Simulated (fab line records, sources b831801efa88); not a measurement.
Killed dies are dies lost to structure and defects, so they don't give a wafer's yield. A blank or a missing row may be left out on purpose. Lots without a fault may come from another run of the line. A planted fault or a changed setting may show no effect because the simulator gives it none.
Chamber matching | flow gf180mcu | GF_CONTACT_CMP_27 on cmp-02: 4 sister chambers
The step polishes, stops on SiO2, t overpolish 15 s, target thk 0 nm. 16 wafers are shown with their chamber, then 8 later ones without.

WAFERS WITH THEIR CHAMBER
wafer  | chamber | time_to_endpoint_s (s) | overpolish_run_s (s) | motor_current_A (A)
L988.2 | 3       | 70                     | 15.000               | 11.9
L988.4 | 0       | 73                     | 14.999               | 12.4
L988.6 | 2       | 66                     | 15.016               | 11.5
L991.1 | 1       | 70                     | 15.008               | 10.9
L991.2 | 2       | 69                     | 15.006               | 11.6
L991.5 | 3       | 72                     | 15.002               | 12.0
L996.1 | 0       | 72                     | 14.987               | 11.8
L996.4 | 2       | 69                     | 15.001               | 11.9
L996.6 | 0       | 75                     | 15.007               | 12.3
L997.3 | 0       | 75                     | 14.987               | 11.2
L997.5 | 0       | 80                     | 14.995               | 11.9
L997.6 | 3       | 75                     | 15.002               | 11.5
L999.1 | 1       | 71                     | 14.999               | 11.4
L999.3 | 0       | 77                     | 14.999               | 12.1
L999.6 | 1       | 73                     | 15.001               | 11.5
L107.2 | 0       | 76                     | 14.986               | 11.7

SIGNATURES (means of the wafers above)
reading            | chamber 0 | chamber 1 | chamber 2 | chamber 3 | scatter within a chamber
time_to_endpoint_s | 75.43     | 71.33     | 68.00     | 72.33     | 2.33
overpolish_run_s   | 14.99429  | 15.00267  | 15.00767  | 15.00133  | 0.00674
motor_current_A    | 11.914    | 11.267    | 11.667    | 11.800    | 0.344
Rule: a wafer's distance from a chamber is the root of the sum, over the readings, of the square of ((its reading less the chamber's mean) divided by the reading's scatter). The wafer belongs to the nearest chamber; if the next one is less than 2 further off, it can't be placed. The scatter: the root of (the sum of the squares of (reading less its chamber's mean) over the shown wafers, divided by (wafers less chambers)).

WAFERS WITHOUT THEIR CHAMBER
wafer  | time_to_endpoint_s (s) | overpolish_run_s (s) | motor_current_A (A)
L107.4 | 74                     | 14.994               | 11.6
L107.5 | 73                     | 14.989               | 10.7
L108.3 | 73                     | 15.004               | 11.1
L108.4 | 68                     | 15.005               | 12.5
L108.6 | 68                     | 15.006               | 12.2
L109.1 | 66                     | 15.015               | 11.7
L109.2 | 69                     | 15.006               | 10.9
L109.5 | 70                     | 14.995               | 11.4

WHICH CHAMBER EACH WENT THROUGH
wafer  | from the rows above               | in truth
L107.4 | can't be placed: 0 or 3 or 1      | 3
L107.5 | can't be placed: 1 or 3 or 0 or 2 | 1
L108.3 | can't be placed: 1 or 3 or 2      | 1
L108.4 | can't be placed: 2 or 3 or 1 or 0 | 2
L108.6 | can't be placed: 2 or 3 or 1      | 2
L109.1 | can't be placed: 2 or 1           | 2
L109.2 | can't be placed: 1 or 2 or 3      | 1
L109.5 | can't be placed: 1 or 3 or 2 or 0 | 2
Placed correctly: 0 of 8. Can't be placed from these rows: 8 (the true chamber is among the candidates in 8). Placed wrongly: 0.
